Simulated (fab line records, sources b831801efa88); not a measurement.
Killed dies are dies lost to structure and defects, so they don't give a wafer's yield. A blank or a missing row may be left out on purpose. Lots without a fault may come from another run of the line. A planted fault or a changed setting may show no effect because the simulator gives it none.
Problem report in the 8D (eight disciplines) form, filled by code | flow sky130 | the parts of the form that need people (team, actions taken, sign-off) are left out

1. THE PROBLEM
SD_P_RS at SKY_SD_N_RS_MEAS_17 reads a mean of 143.3 ohm/sq on 6 wafers of 2 lots; wafers without a fault read 147.5 ohm/sq with a standard deviation of 0.37. That is -11 standard deviations from the usual mean.
The step: measures by four-point-probe.
First seen on wafer L996.1, day 31 10:41, on film_metro-02. The record holds 30 wafers of 10 lots with a number at this step. Rule for "out", or "out of limits": more than 4 standard deviations from the usual mean. The other wafers with a number count as sound.

2. WHAT IT IS AND WHAT IT IS NOT
question                    | is                     | is not
which readings at this step | SD_P_RS                | -
which lots                  | L996, L999             | L105, L107, L108, L987, L990, L991, L995, L997
which wafers of those lots  | all that have a number | -
read on which gauges        | film_metro-02          | film_metro-03, film_metro-04
when                        | from day 31 10:41      | up to then (12 sound wafers); but 12 sound wafers of L105, L107, L108, L997 came after

3. SUSPECTS, AND WHAT RULES EACH OUT
Counting: a tool at a process step up to the reading stays a suspect if it ran every lot that is out and no sound lot after the first of them.
- the gauge at SKY_SD_N_RS_MEAS_17: ruled out. All the wafers that are out were read on film_metro-02, but those of them that SKY_SD_P_IMPLANT_09 has rows for are out there too, on other tools.
- plasma_asher-03 at SKY_LDD_LDN_STRIP_12 (strips in O2/N2): ruled out as a lasting fault. Sound lots L997, L105, L108 ran on it after its first lot that is out, L996 (day 26 15:07).
- implanter-01 at SKY_SD_P_IMPLANT_09: ruled out as a lasting fault. Sound lots L108 ran on it after its first lot that is out, L996 (day 29 02:34).
- plasma_asher-04 at SKY_SD_P_STRIP_10 (strips in O2/N2): ruled out as a lasting fault. Sound lots L997 ran on it after its first lot that is out, L996 (day 29 02:43).
Left after counting: nothing in the record.

4. THE CAUSE (what the simulator had put in)
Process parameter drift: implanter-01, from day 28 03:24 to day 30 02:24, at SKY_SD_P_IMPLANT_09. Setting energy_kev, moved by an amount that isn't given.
Counting ruled it out, wrongly: the rule takes a fault to strike every lot that its tool runs from its start on, and this one did not.

5. THE CHAIN OF EFFECTS, in route order
Each row: a reading whose mean over the struck wafers that have a number lies more than 3 standard deviations from the usual. Only readings for which the record gives a usual standard deviation are gone through. hours: the time from each lot's start at the first step in this table that gives one to its start at this step, as a median over the lots. sigmas: the change in usual standard deviations.
hours | step                | reading                  | usual        | on struck wafers | change | sigmas
0     | SKY_SD_P_IMPLANT_09 | beam_energy_keV          | 19.999       | 21.208           | +1.209 | +99 or more
0     | SKY_SD_P_STRIP_10   | strip_time_to_endpoint_s | 17.46 s      | 17.63            | +0.17  | +3.9
56    | SKY_SD_N_RS_MEAS_17 | SD_P_RS                  | 147.5 ohm/sq | 143.3            | -4.2   | -11
The process steps in it:
- SKY_SD_P_IMPLANT_09
- SKY_SD_P_STRIP_10: strips in O2/N2.

6. WHAT WOULD HAVE CAUGHT IT SOONER
In this record the first reading out of limits at a measuring or inspecting step was taken at day 31 10:41, 79 hours after the fault began at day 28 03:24.
The tool's own readings at SKY_SD_P_IMPLANT_09 were out on every struck wafer that the step has a row for (beam_energy_keV): an alarm limit on them would have fired on the first of those.
